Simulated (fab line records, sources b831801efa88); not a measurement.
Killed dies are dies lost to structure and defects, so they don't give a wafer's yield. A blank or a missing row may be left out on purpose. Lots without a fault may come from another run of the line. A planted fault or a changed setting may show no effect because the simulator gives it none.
Problem report in the 8D (eight disciplines) form, filled by code | flow sky130 | the parts of the form that need people (team, actions taken, sign-off) are left out

1. THE PROBLEM
VIA1_W_RS at SKY_VIA1_RS_MEAS_22 reads a mean of 0.364 ohm/sq on 6 wafers of 2 lots; wafers without a fault read 0.425 ohm/sq with a standard deviation of 0.008. That is -7.6 standard deviations from the usual mean.
The step: measures by four-point-probe.
First seen on wafer L191.2, day 38 08:08, on film_metro-03. The record holds 33 wafers of 11 lots with a number at this step. Rule for "out", or "out of limits": more than 4 standard deviations from the usual mean. The other wafers with a number count as sound.

2. WHAT IT IS AND WHAT IT IS NOT
question                    | is                     | is not
which readings at this step | VIA1_W_RS              | -
which lots                  | L191, L192             | L179, L180, L182, L184, L186, L187, L197, L198, L202
which wafers of those lots  | all that have a number | -
read on which gauges        | film_metro-03          | film_metro-02, film_metro-04
when                        | from day 38 08:08      | up to then (18 sound wafers); but 9 sound wafers of L197, L198, L202 came after

3. SUSPECTS, AND WHAT RULES EACH OUT
Counting: a tool at a process step up to the reading stays a suspect if it ran every lot that is out and no sound lot after the first of them.
- the gauge at SKY_VIA1_RS_MEAS_22: ruled out. All the wafers that are out were read on film_metro-03, but those of them that SKY_VIA1_CVD_21 has rows for are out there too, on other tools.
- cvd_w-02 at SKY_VIA1_CVD_21 (deposits W, target thk 270 nm, time 80.902 s): kept. It ran every lot that is out, first L191 (day 38 08:02), and no sound lot after that; its last sound lot up to then is L187 (day 37 05:46). Its own readings are out on those wafers: chamber_pressure_Torr.
Left after counting: cvd_w-02 at SKY_VIA1_CVD_21.

4. THE CAUSE (what the simulator had put in)
Process parameter drift: cvd_w-02, from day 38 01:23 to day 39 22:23, at SKY_VIA1_CVD_21. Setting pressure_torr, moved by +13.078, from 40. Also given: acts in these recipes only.
Counting left only this tool.

5. THE CHAIN OF EFFECTS, in route order
Each row: a reading whose mean over the struck wafers that have a number lies more than 3 standard deviations from the usual. Only readings for which the record gives a usual standard deviation are gone through. hours: the time from each lot's start at the first step in this table that gives one to its start at this step, as a median over the lots. sigmas: the change in usual standard deviations.
hours | step                 | reading               | usual        | on struck wafers | change | sigmas
0     | SKY_VIA1_CVD_21      | chamber_pressure_Torr | 40.00 Torr   | 53.05            | +13.05 | +99 or more
0     | SKY_VIA1_RS_MEAS_22  | VIA1_W_RS             | 0.425 ohm/sq | 0.364            | -0.061 | -7.6
8     | SKY_VIA1_THK_MEAS_23 | VIA1_W_THK            | 266 nm       | 307              | +41    | +7.7
The process steps in it:
- SKY_VIA1_CVD_21: deposits W, target thk 270 nm, time 80.902 s.

6. WHAT WOULD HAVE CAUGHT IT SOONER
In this record the first reading out of limits at a measuring or inspecting step was taken at day 38 08:08, 7 hours after the fault began at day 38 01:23.
The tool's own readings at SKY_VIA1_CVD_21 were out on every struck wafer that the step has a row for (chamber_pressure_Torr): an alarm limit on them would have fired on the first of those.
Of the lots that are out (2), L192 began SKY_VIA1_CVD_21 on cvd_w-02 after day 38 08:08. A hold on the tool at that time would have spared it.
